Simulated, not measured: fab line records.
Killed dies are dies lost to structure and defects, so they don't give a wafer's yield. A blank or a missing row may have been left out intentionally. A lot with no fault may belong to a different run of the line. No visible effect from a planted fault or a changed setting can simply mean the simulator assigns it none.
fab line records	flow gf180mcu
[record] lots = 24	wafers = 72	lastDay = 34
route steps=602 shown V1@352 M2@365 V3@444 V4@481
lots that met no fault: taken from a fault-free run of the same line
startH: start of the lot's first displayed wafer, in hours after the record's first day	waitH: how many hours have passed since the lot's step before this one	" repeats the value in the row above	L1.1+2: a single row standing in for several wafers	- no value, or no start was given	* or withheld: withheld	< > ~ a bound
route shown NAME@n: names a module that has steps shown in the file, with the first one's number in the route	usual: mean and standard deviation over wafers with no fault	same: alike in all rows	chamber/n: place in a boat	sites: readings site by site	_std_site: the values' standard deviation	_edge_site: mean of outer sites minus mean of inner sites	radiusMm: how far each site lies from the wafer's centre	mask NAME#n: copy n	behind: the most recent tool/chamber to have shaped the wafer	hold: why the lot went on hold/how many hours it stayed there/how the hold came to an end	device: the transistor (n, p or np) that didn't switch	end of line: tests of these same wafers at the route's end	for a step that has no rows: nothing shown but its recipe	killed: not the wafer's yield, but the dies lost to structure and defects at the first sort	map: a wafer's dies, x killed, . not, _ none there
set.NAME: the setting as run; set.NAME@STEP: as run at that earlier step	model.NAME: the simulator's own value behind a step, which no gauge read
a sample of lots followed through the steps of the route, with each step as a table and each wafer as a row
services: the hour from which a tool's chamber was out of use, counted from the record's first day as startH (under 0 if before that day), plus the number of hours and why
[[steps]]
[step GF_V1_ETCH_17]
[recipe] chemistry = C4F8/O2/Ar	maskMaterial = KrF	target = SiO2	stopOn = TiN	sourceW = 1500	biasW = 1200	pressureMtorr = 40	c4f8FlowSccm = withheld	O2_flow_sccm = 6	Ar_flow_sccm = 300	timeS = withheld	targetDepthA = 6300
[usual] chamberPressureMTorr = 40.00/0.033	oesProductAu = 0.856/0.0048
lot.wafer	tool	chamber	startH	waitH	chamberPressureMTorr	oesProductAu
L074.2	rieDiel-01	3	-	-	39.97	0.856
L074.3	"	2	"	"	40.05	0.861
L074.4	"	0	"	"	39.99	0.850
L075.2	rieDiel-02	0	-	-	39.99	0.853
L075.3	"	1	"	"	39.96	0.852
L075.6	"	0	"	"	39.97	0.843
L076.2	rieDiel-01	1	-	-	40.00	0.857
L076.4	"	2	"	"	40.00	0.857
L076.5	"	1	"	"	39.99	0.849
L077.1	rieDiel-01	1	-	-	39.97	0.854
L077.2	"	0	"	"	40.00	0.854
L077.6	"	2	"	"	39.95	0.855
L078.4	rieDiel-03	3	-	-	40.01	0.850
L078.5	"	1	"	"	40.02	0.850
L078.6	"	0	"	"	40.02	0.848
L079.2	rieDiel-03	2	-	-	39.98	0.853
L079.5	"	3	"	"	39.98	0.857
L079.6	"	2	"	"	40.02	0.856
L080.3	rieDiel-03	1	-	-	40.05	0.859
L080.4	"	2	"	"	39.96	0.860
L080.6	"	1	"	"	40.05	0.855
L081.3	rieDiel-02	2	-	-	40.03	0.857
L081.5	"	2	"	"	40.05	0.858
L081.6	"	3	"	"	40.00	0.859
L082.1	rieDiel-01	0	-	-	40.01	0.858
L082.3	"	2	"	"	40.02	0.858
L082.4	"	2	"	"	40.03	0.858
L083.3	rieDiel-02	2	-	-	40.04	0.857
L083.4	"	1	"	"	40.00	0.858
L083.5	"	2	"	"	40.01	0.864
L084.3	rieDiel-03	0	-	-	40.04	0.864
L084.4	"	2	"	"	40.00	0.859
L084.6	"	0	"	"	39.96	0.863
L085.1	rieDiel-02	0	-	-	40.00	0.848
L085.5	"	0	"	"	40.00	0.859
L085.6	"	1	"	"	40.02	0.858
L086.1	rieDiel-03	1	-	-	40.03	0.859
L086.4	"	2	"	"	39.98	0.860
L086.6	"	3	"	"	40.04	0.847
L087.1	rieDiel-03	1	-	-	40.02	0.857
L087.3	"	2	"	"	40.01	0.844
L087.6	"	1	"	"	39.97	0.856
L088.2	rieDiel-02	1	-	-	39.98	0.854
L088.4	"	0	"	"	39.99	0.860
L088.6	"	0	"	"	40.02	0.862
L089.3	rieDiel-01	3	-	-	40.01	0.856
L089.4	"	2	"	"	39.95	0.854
L089.5	"	1	"	"	39.95	0.856
L090.1	rieDiel-02	3	-	-	39.98	0.855
L090.3	"	2	"	"	40.00	0.860
L090.4	"	0	"	"	40.00	0.855
L091.2	rieDiel-03	1	-	-	40.02	0.850
L091.3	"	0	"	"	40.04	0.857
L091.6	"	1	"	"	40.01	0.859
L092.2	rieDiel-02	3	-	-	39.97	0.857
L092.3	"	0	"	"	39.98	0.856
L092.4	"	0	"	"	40.00	0.858
L093.2	rieDiel-01	3	-	-	40.04	0.851
L093.3	"	0	"	"	40.05	0.855
L093.5	"	2	"	"	40.03	0.861
L094.4	rieDiel-02	2	-	-	40.05	0.858
L094.5	"	3	"	"	40.03	0.853
L094.6	"	2	"	"	40.04	0.860
L095.1	rieDiel-02	3	-	-	40.03	0.853
L095.3	"	1	"	"	39.95	0.862
L095.4	"	2	"	"	40.03	0.861
L096.1	rieDiel-01	3	-	-	39.98	0.858
L096.3	"	0	"	"	39.94	0.860
L096.6	"	2	"	"	40.05	0.848
L097.3	rieDiel-02	0	-	-	40.01	0.857
L097.4	"	2	"	"	39.97	0.861
L097.5	"	0	"	"	40.09	0.855
[step GF_M2_SPUTTER_03]
[recipe] material = Ti	targetThkNm = 10	substrateTempC = 300	chamberPressurePa = 0.3	powerW = 3000	timeS = 6.7
[usual] throttleValvePct = 29.8/0.89
lot.wafer	tool	chamber	startH	waitH	throttleValvePct
L074.2	pvdSputter-03	-	411.09	0.0	30.2
L074.3	"	-	"	"	28.2
L074.4	"	-	"	"	29.2
L075.2	pvdSputter-03	-	421.65	0.0	30.0
L075.3	"	-	"	"	30.3
L075.6	"	-	"	"	29.1
L076.2	pvdSputter-04	-	436.38	0.0	29.5
L076.4	"	-	"	"	28.7
L076.5	"	-	"	"	30.0
L077.1	pvdSputter-04	-	439.39	0.0	29.9
L077.2	"	-	"	"	29.5
L077.6	"	-	"	"	30.1
L078.4	pvdSputter-04	-	455.32	0.0	29.5
L078.5	"	-	"	"	30.9
L078.6	"	-	"	"	29.4
L079.2	pvdSputter-03	-	466.98	0.0	28.6
L079.5	"	-	"	"	29.8
L079.6	"	-	"	"	28.5
L080.3	pvdSputter-03	-	477.34	0.0	28.6
L080.4	"	-	"	"	29.5
L080.6	"	-	"	"	28.4
L081.3	pvdSputter-03	-	482.73	0.0	28.5
L081.5	"	-	"	"	30.0
L081.6	"	-	"	"	29.7
L082.1	pvdSputter-03	-	487.99	0.0	28.5
L082.3	"	-	"	"	29.1
L082.4	"	-	"	"	30.3
L083.3	pvdSputter-03	-	499.64	0.0	30.0
L083.4	"	-	"	"	29.4
L083.5	"	-	"	"	29.2
L084.3	pvdSputter-01	-	505.87	0.0	29.6
L084.4	"	-	"	"	31.9
L084.6	"	-	"	"	29.6
L085.1	pvdSputter-03	-	510.99	0.0	29.3
L085.5	"	-	"	"	29.9
L085.6	"	-	"	"	30.2
L086.1	pvdSputter-01	-	527.73	0.0	30.1
L086.4	"	-	"	"	29.4
L086.6	"	-	"	"	31.1
L087.1	pvdSputter-03	-	532.49	0.0	29.8
L087.3	"	-	"	"	28.4
L087.6	"	-	"	"	30.4
L088.2	pvdSputter-04	-	539.28	0.0	31.1
L088.4	"	-	"	"	29.7
L088.6	"	-	"	"	30.1
L089.3	pvdSputter-01	-	546.10	0.0	29.2
L089.4	"	-	"	"	29.4
L089.5	"	-	"	"	31.2
L090.1	pvdSputter-01	-	554.72	0.0	31.4
L090.3	"	-	"	"	29.5
L090.4	"	-	"	"	31.4
L091.2	pvdSputter-04	-	560.53	0.0	29.7
L091.3	"	-	"	"	31.0
L091.6	"	-	"	"	29.8
L092.2	pvdSputter-04	-	569.17	0.0	31.1
L092.3	"	-	"	"	29.3
L092.4	"	-	"	"	29.8
L093.2	pvdSputter-01	-	576.70	0.0	31.4
L093.3	"	-	"	"	30.0
L093.5	"	-	"	"	31.1
L094.4	pvdSputter-04	-	587.27	0.0	29.0
L094.5	"	-	"	"	30.1
L094.6	"	-	"	"	28.7
L095.1	pvdSputter-01	-	590.70	0.0	31.7
L095.3	"	-	"	"	30.3
L095.4	"	-	"	"	31.1
L096.1	pvdSputter-04	-	594.37	0.0	29.7
L096.3	"	-	"	"	28.6
L096.6	"	-	"	"	30.1
L097.3	pvdSputter-03	-	606.15	0.0	30.5
L097.4	"	-	"	"	30.0
L097.5	"	-	"	"	29.2
[step GF_M2_SPUTTER_04]
[recipe] material = TiN	targetThkNm = 50	powerW = 6500	timeS = 41.7	chamberPressurePa = 0.4
[usual] throttleValvePct = 29.8/0.9
lot.wafer	tool	chamber	startH	waitH	throttleValvePct
L074.2	pvdSputter-03	-	411.11	0.0	30.0
L074.3	"	-	"	"	28.5
L074.4	"	-	"	"	29.4
L075.2	pvdSputter-03	-	421.67	0.0	30.0
L075.3	"	-	"	"	30.3
L075.6	"	-	"	"	29.1
L076.2	pvdSputter-04	-	436.40	0.0	29.7
L076.4	"	-	"	"	28.6
L076.5	"	-	"	"	29.9
L077.1	pvdSputter-04	-	439.41	0.0	29.8
L077.2	"	-	"	"	29.6
L077.6	"	-	"	"	29.8
L078.4	pvdSputter-04	-	455.34	0.0	29.6
L078.5	"	-	"	"	31.0
L078.6	"	-	"	"	29.4
L079.2	pvdSputter-03	-	467.00	0.0	28.6
L079.5	"	-	"	"	30.0
L079.6	"	-	"	"	28.4
L080.3	pvdSputter-03	-	477.36	0.0	28.5
L080.4	"	-	"	"	29.4
L080.6	"	-	"	"	28.6
L081.3	pvdSputter-03	-	482.75	0.0	28.5
L081.5	"	-	"	"	30.4
L081.6	"	-	"	"	30.0
L082.1	pvdSputter-03	-	488.01	0.0	28.7
L082.3	"	-	"	"	29.4
L082.4	"	-	"	"	30.0
L083.3	pvdSputter-03	-	499.66	0.0	29.9
L083.4	"	-	"	"	29.0
L083.5	"	-	"	"	29.5
L084.3	pvdSputter-01	-	505.89	0.0	29.3
L084.4	"	-	"	"	31.2
L084.6	"	-	"	"	29.5
L085.1	pvdSputter-03	-	511.01	0.0	29.2
L085.5	"	-	"	"	30.0
L085.6	"	-	"	"	30.1
L086.1	pvdSputter-01	-	527.75	0.0	30.2
L086.4	"	-	"	"	29.4
L086.6	"	-	"	"	31.2
L087.1	pvdSputter-03	-	532.51	0.0	30.1
L087.3	"	-	"	"	28.4
L087.6	"	-	"	"	30.5
L088.2	pvdSputter-04	-	539.30	0.0	30.8
L088.4	"	-	"	"	29.9
L088.6	"	-	"	"	29.8
L089.3	pvdSputter-01	-	546.12	0.0	29.1
L089.4	"	-	"	"	29.6
L089.5	"	-	"	"	31.3
L090.1	pvdSputter-01	-	554.74	0.0	31.2
L090.3	"	-	"	"	29.5
L090.4	"	-	"	"	31.7
L091.2	pvdSputter-04	-	560.55	0.0	29.6
L091.3	"	-	"	"	31.1
L091.6	"	-	"	"	29.9
L092.2	pvdSputter-04	-	569.19	0.0	30.9
L092.3	"	-	"	"	29.8
L092.4	"	-	"	"	30.2
L093.2	pvdSputter-01	-	576.72	0.0	31.4
L093.3	"	-	"	"	30.0
L093.5	"	-	"	"	31.5
L094.4	pvdSputter-04	-	587.29	0.0	28.5
L094.5	"	-	"	"	29.8
L094.6	"	-	"	"	28.7
L095.1	pvdSputter-01	-	590.72	0.0	31.6
L095.3	"	-	"	"	30.2
L095.4	"	-	"	"	31.0
L096.1	pvdSputter-04	-	594.39	0.0	30.1
L096.3	"	-	"	"	28.8
L096.6	"	-	"	"	30.0
L097.3	pvdSputter-03	-	606.17	0.0	30.3
L097.4	"	-	"	"	30.0
L097.5	"	-	"	"	29.3
[step GF_M2_RS_MEAS_05]
[recipe] thkMeasGauge = four-point-probe	reads = TiN_of_M2_SPUTTER_04+Ti_of_M2_SPUTTER_03+AlCu_of_M2_SPUTTER_02+TiN_of_M2_SPUTTER_01+Ti_of_M2_SPUTTER_00
[usual] M2_ALCU_RS = 0.0695/0.001
lot.wafer	tool	chamber	startH	waitH	M2_ALCU_RS[ohm/sq]
L074.2	filmMetro-04	-	411.17	0.0	0.0686
L074.3	"	-	"	"	0.0681
L074.4	"	-	"	"	0.0685
L075.2	filmMetro-02	-	421.73	0.0	0.0701
L075.3	"	-	"	"	0.0694
L075.6	"	-	"	"	0.0698
L076.2	filmMetro-02	-	436.46	0.0	0.0685
L076.4	"	-	"	"	0.0697
L076.5	"	-	"	"	0.0713
L077.1	filmMetro-01	-	439.45	0.0	0.0705
L077.2	"	-	"	"	0.0688
L077.6	"	-	"	"	0.0713
L078.4	filmMetro-01	-	455.44	0.1	0.0683
L078.5	"	-	"	"	0.0701
L078.6	"	-	"	"	0.0680
L079.2	filmMetro-02	-	467.06	0.0	0.0692
L079.5	"	-	"	"	0.0691
L079.6	"	-	"	"	0.0685
L080.3	filmMetro-01	-	477.44	0.1	0.0697
L080.4	"	-	"	"	0.0687
L080.6	"	-	"	"	0.0692
L081.3	filmMetro-01	-	482.83	0.1	0.0687
L081.5	"	-	"	"	0.0681
L081.6	"	-	"	"	0.0689
L082.1	filmMetro-01	-	488.05	0.0	0.0700
L082.3	"	-	"	"	0.0696
L082.4	"	-	"	"	0.0707
L083.3	filmMetro-02	-	499.74	0.1	0.0696
L083.4	"	-	"	"	0.0684
L083.5	"	-	"	"	0.0684
L084.3	filmMetro-02	-	505.97	0.1	0.0717
L084.4	"	-	"	"	0.0705
L084.6	"	-	"	"	0.0719
L085.1	filmMetro-02	-	511.05	0.0	0.0689
L085.5	"	-	"	"	0.0696
L085.6	"	-	"	"	0.0683
L086.1	filmMetro-04	-	527.79	0.0	0.0692
L086.4	"	-	"	"	0.0699
L086.6	"	-	"	"	0.0705
L087.1	filmMetro-02	-	532.55	0.0	0.0696
L087.3	"	-	"	"	0.0691
L087.6	"	-	"	"	0.0689
L088.2	filmMetro-01	-	539.36	0.0	0.0696
L088.4	"	-	"	"	0.0673
L088.6	"	-	"	"	0.0697
L089.3	filmMetro-04	-	546.20	0.1	0.0699
L089.4	"	-	"	"	0.0699
L089.5	"	-	"	"	0.0700
L090.1	filmMetro-02	-	554.78	0.0	0.0699
L090.3	"	-	"	"	0.0697
L090.4	"	-	"	"	0.0691
L091.2	filmMetro-04	-	560.61	0.0	0.0687
L091.3	"	-	"	"	0.0708
L091.6	"	-	"	"	0.0714
L092.2	filmMetro-02	-	569.25	0.0	0.0698
L092.3	"	-	"	"	0.0682
L092.4	"	-	"	"	0.0711
L093.2	filmMetro-01	-	576.78	0.0	0.0703
L093.3	"	-	"	"	0.0697
L093.5	"	-	"	"	0.0711
L094.4	filmMetro-04	-	587.39	0.1	0.0694
L094.5	"	-	"	"	0.0718
L094.6	"	-	"	"	0.0694
L095.1	filmMetro-04	-	590.76	0.0	0.0680
L095.3	"	-	"	"	0.0686
L095.4	"	-	"	"	0.0689
L096.1	filmMetro-04	-	594.43	0.0	0.0712
L096.3	"	-	"	"	0.0690
L096.6	"	-	"	"	0.0712
L097.3	filmMetro-04	-	606.25	0.1	0.0681
L097.4	"	-	"	"	0.0677
L097.5	"	-	"	"	0.0680
[step GF_V3_OVL_MEAS_15]
[usual] V3_OVL = 4/5.1
lot.wafer	tool	chamber	startH	waitH	V3_OVL[nm]
L074.2	overlay-01	-	511.82	0.1	2
L074.3	"	-	"	"	5
L074.4	"	-	"	"	7
L075.2	overlay-02	-	522.23	0.1	4
L075.3	"	-	"	"	3
L075.6	"	-	"	"	0
L076.2	overlay-02	-	536.85	0.1	0
L076.4	"	-	"	"	3
L076.5	"	-	"	"	2
L077.1	overlay-02	-	540.20	0.1	9
L077.2	"	-	"	"	5
L077.6	"	-	"	"	0
L078.4	overlay-01	-	555.18	0.1	1
L078.5	"	-	"	"	1
L078.6	"	-	"	"	0
L079.2	overlay-01	-	565.12	0.1	1
L079.5	"	-	"	"	-3
L079.6	"	-	"	"	-1
L080.3	overlay-01	-	573.61	0.1	-1
L080.4	"	-	"	"	1
L080.6	"	-	"	"	3
L081.3	overlay-01	-	578.83	0.1	-5
L081.5	"	-	"	"	-5
L081.6	"	-	"	"	2
L082.1	overlay-02	-	582.22	0.1	-3
L082.3	"	-	"	"	-2
L082.4	"	-	"	"	4
L083.3	overlay-01	-	595.43	0.1	2
L083.4	"	-	"	"	7
L083.5	"	-	"	"	6
L084.3	overlay-02	-	600.68	0.1	0
L084.4	"	-	"	"	2
L084.6	"	-	"	"	-1
L085.1	overlay-02	-	604.27	0.1	5
L085.5	"	-	"	"	1
L085.6	"	-	"	"	9
L086.1	overlay-01	-	620.77	0.1	10
L086.4	"	-	"	"	11
L086.6	"	-	"	"	10
L087.1	overlay-02	-	624.87	0.1	7
L087.3	"	-	"	"	7
L087.6	"	-	"	"	-1
L088.2	overlay-01	-	629.12	0.1	0
L088.4	"	-	"	"	5
L088.6	"	-	"	"	9
L089.3	overlay-01	-	636.23	0.1	2
L089.4	"	-	"	"	1
L089.5	"	-	"	"	2
L090.1	overlay-02	-	645.40	0.1	6
L090.3	"	-	"	"	5
L090.4	"	-	"	"	7
L091.2	overlay-01	-	649.72	0.1	7
L091.3	"	-	"	"	11
L091.6	"	-	"	"	7
L092.2	overlay-02	-	656.87	0.1	1
L092.3	"	-	"	"	0
L092.4	"	-	"	"	3
L093.2	overlay-02	-	663.92	0.1	-1
L093.3	"	-	"	"	0
L093.5	"	-	"	"	-2
L094.4	overlay-01	-	673.44	0.1	2
L094.5	"	-	"	"	-1
L094.6	"	-	"	"	-2
L095.1	overlay-02	-	676.42	0.1	-1
L095.3	"	-	"	"	9
L095.4	"	-	"	"	8
L096.1	overlay-01	-	679.50	0.1	2
L096.3	"	-	"	"	-3
L096.6	"	-	"	"	-1
L097.3	overlay-02	-	689.63	0.1	16
L097.4	"	-	"	"	18
L097.5	"	-	"	"	19
[step GF_V4_BOW_MEAS_05]
[recipe] mode = bow
[usual] V4_BOW = 133/8.8
lot.wafer	tool	chamber	startH	waitH	V4_BOW[um]
L074.2	filmMetro-04	-	538.46	0.2	135
L074.3	"	-	"	"	129
L074.4	"	-	"	"	131
L075.2	filmMetro-04	-	547.98	0.2	130
L075.3	"	-	"	"	129
L075.6	"	-	"	"	138
L076.2	filmMetro-04	-	561.91	0.3	125
L076.4	"	-	"	"	143
L076.5	"	-	"	"	130
L077.1	filmMetro-04	-	565.60	0.2	121
L077.2	"	-	"	"	123
L077.6	"	-	"	"	142
L078.4	filmMetro-04	-	580.35	0.3	118
L078.5	"	-	"	"	128
L078.6	"	-	"	"	139
L079.2	filmMetro-01	-	589.32	0.2	126
L079.5	"	-	"	"	140
L079.6	"	-	"	"	148
L080.3	filmMetro-03	-	598.42	0.3	119
L080.4	"	-	"	"	124
L080.6	"	-	"	"	122
L081.3	filmMetro-01	-	603.43	0.2	125
L081.5	"	-	"	"	122
L081.6	"	-	"	"	130
L082.1	filmMetro-01	-	606.10	0.2	140
L082.3	"	-	"	"	148
L082.4	"	-	"	"	133
L083.3	filmMetro-01	-	619.33	0.3	151
L083.4	"	-	"	"	152
L083.5	"	-	"	"	153
L084.3	filmMetro-03	-	624.10	0.2	147
L084.4	"	-	"	"	136
L084.6	"	-	"	"	134
L085.1	filmMetro-01	-	627.74	0.2	140
L085.5	"	-	"	"	145
L085.6	"	-	"	"	137
L086.1	filmMetro-03	-	644.35	0.1	137
L086.4	"	-	"	"	139
L086.6	"	-	"	"	138
L087.1	filmMetro-01	-	647.17	0.1	128
L087.3	"	-	"	"	122
L087.6	"	-	"	"	136
L088.2	filmMetro-03	-	652.17	0.2	133
L088.4	"	-	"	"	143
L088.6	"	-	"	"	131
L089.3	filmMetro-04	-	658.88	0.1	139
L089.4	"	-	"	"	145
L089.5	"	-	"	"	144
L090.1	filmMetro-01	-	667.81	0.1	124
L090.3	"	-	"	"	119
L090.4	"	-	"	"	126
L091.2	filmMetro-03	-	671.20	0.2	136
L091.3	"	-	"	"	130
L091.6	"	-	"	"	134
L093.2	filmMetro-04	-	685.05	0.2	128
L093.3	"	-	"	"	129
L093.5	"	-	"	"	124
L092.2	filmMetro-04	-	691.87	0.3	129
L092.3	"	-	"	"	130
L092.4	"	-	"	"	131
L094.4	filmMetro-01	-	695.17	0.3	124
L094.5	"	-	"	"	146
L094.6	"	-	"	"	132
L095.1	filmMetro-01	-	698.21	0.2	132
L095.3	"	-	"	"	133
L095.4	"	-	"	"	132
L096.1	filmMetro-04	-	701.20	0.2	130
L096.3	"	-	"	"	138
L096.6	"	-	"	"	137
L097.3	filmMetro-04	-	711.35	0.2	134
L097.4	"	-	"	"	146
L097.5	"	-	"	"	132
[[services]]
tool	chamber	startH	hours	kind
rieDiel-03	1	386.07	20.0	repair
rieDiel-03	3	404.02	2.5	repair
rieDiel-01	-	410.62	0.6	repair
rieDiel-03	0	440.39	3.7	repair
rieDiel-03	-	444.60	1.2	repair
rieDiel-01	0	456.40	12.6	repair
pvdSputter-03	0	458.72	-	consumableReplace:kit
pvdSputter-03	0	458.72	18.0	scheduledDown
pvdSputter-03	0	458.72	18.0	ventCycle
rieDiel-01	-	491.54	0.3	repair
pvdSputter-03	-	500.86	0.6	repair
pvdSputter-01	2	532.11	-	consumableReplace:kit
pvdSputter-01	2	532.11	18.0	scheduledDown
pvdSputter-01	2	532.11	18.0	ventCycle
pvdSputter-03	-	532.68	7.4	repair
rieDiel-01	0	542.48	4.6	repair
rieDiel-02	1	546.34	-	clean
rieDiel-02	1	546.34	22.8	scheduledDown
rieDiel-02	1	546.34	22.8	ventCycle
pvdSputter-01	-	584.54	2.1	repair
rieDiel-03	2	590.55	1.2	repair
rieDiel-03	2	595.94	7.6	repair
rieDiel-01	0	597.05	5.0	repair
rieDiel-02	-	606.11	14.6	pm
[[key]]
fault none
